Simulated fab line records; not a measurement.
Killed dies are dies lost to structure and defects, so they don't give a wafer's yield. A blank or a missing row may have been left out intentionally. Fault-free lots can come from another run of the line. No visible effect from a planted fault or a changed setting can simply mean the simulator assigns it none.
Struck lot and sound lot, side by side | flow sky130 | 17 steps out of a route of 708
Sound: the wafers L650.4, L650.5, L650.6. Struck: wafers L648.1, L648.3 (left out: L648.6, a lot-mate that was not struck); the cause follows at the end.
Per side, at each step with rows, come the tool, then ch with its chambers, and then its first start. Under that, the readings that differ: sound wafers | struck wafers | difference of the means | sigmas: that difference in standard deviations of wafers without a fault.
alike: a reading whose means differ by less than 2 such deviations, as well as words and numbers matching on both sides. not compared: withheld readings; readings where some wafer has no value; bounds like >300 that might hide an equal value; numbers whose values overlap and for which the record gives no deviation.
The two part at a step that has a row with sigmas, a row that says differs or no value, or rows on one side only. Numbers that don't overlap but have no deviation are shown without sigmas and don't part them. A reading missing from all wafers of one side parts the sides only when that side holds two or more wafers.

SKY_FIELD_ISO_BOW_MEAS_00:
  sound on film-metro-04 at day 4 03:04; struck on film-metro-04 at day 3 17:00
  alike: INCOMING_BOW
then, 1 step without rows for these wafers: SKY_FIELD_ISO_OXIDATION_01 (stabilise 600 s, purge 300 s, target thk 12 nm).
SKY_FIELD_ISO_THK_MEAS_02:
  sound on film-metro-04 at day 4 04:58; struck on film-metro-03 at day 3 18:46
  alike: FIELD_ISO_OXIDATION_00_THK
then, 1 step without rows for these wafers: SKY_FIELD_ISO_CVD_03 (deposits Si3N4 from DCS/NH3, target thk 165 nm, time 2830 s).
SKY_FIELD_ISO_THK_MEAS_04:
  sound on film-metro-04 at day 4 06:49; struck on film-metro-04 at day 3 20:50
  alike: FIELD_ISO_CVD_03_THK
then, 2 steps without rows for these wafers: SKY_FIELD_ISO_DEHYDRATE_05 (time 60 s); SKY_FIELD_ISO_HMDS_06 (prime time 60 s).
SKY_FIELD_ISO_COAT_07: resist thk 60 nm.
  sound on litho-track-01 ch 0, day 4 15:36; struck on litho-track-02 ch 0, day 4 05:16
then, 5 steps without rows for these wafers: SKY_FIELD_ISO_COAT_08 (resist thk 450 nm); SKY_FIELD_ISO_SOFTBAKE_09 (time 90 s); SKY_FIELD_ISO_EXPOSE_10 (exposes mask FOM, target cd 150 nm); SKY_FIELD_ISO_PEB_11; SKY_FIELD_ISO_DEVELOP_12 (develop time 60 s).
SKY_FIELD_ISO_CD_MEAS_13 targets a cd of 150 nm.
  sound on cd-sem-02 at day 5 01:33; struck on cd-sem-02 at day 4 14:49
  alike: cd-nm
SKY_FIELD_ISO_ETCH_14: etches BARC in N2/H2, stops on SiO2, time 45.9 s, target depth 60 nm.
  sound on rie-diel-04 ch 0,3, day 5 01:37; struck on rie-diel-01 ch 0,3, day 4 14:56
  reading                  | sound             | struck      | difference | sigmas
  oes-product-au (a.u.)    | 0.852 0.847 0.855 | 0.838 0.838 | -0.013     | -3
  model.etch.depth-nm (nm) | 59.89 59.87 59.7  | 58.5 58.58  | -1.3       |
  alike: drypump-motor-current-A, n2-flow-sccm, throttle-valve-pct
  not compared: rf-hours-counter-h
SKY_FIELD_ISO_ETCH_15: etches the open film in CHF3/O2, stops on Si, target depth 180 nm, time 72 s.
  sound on rie-diel-04 ch 0,3, day 5 01:40; struck on rie-diel-01 ch 0,3, day 4 14:59
  alike: drypump-motor-current-A, oes-product-au, throttle-valve-pct
  not compared: rf-hours-counter-h
after that, 1 step had no rows for these wafers: SKY_PAD_OPEN_PROBE_99.

## WHERE THEY PART
SKY_FIELD_ISO_ETCH_14 only, going by this record. Later steps at which nothing parts them and some readings are alike: SKY_FIELD_ISO_ETCH_15.

WHY: what the simulator had put in
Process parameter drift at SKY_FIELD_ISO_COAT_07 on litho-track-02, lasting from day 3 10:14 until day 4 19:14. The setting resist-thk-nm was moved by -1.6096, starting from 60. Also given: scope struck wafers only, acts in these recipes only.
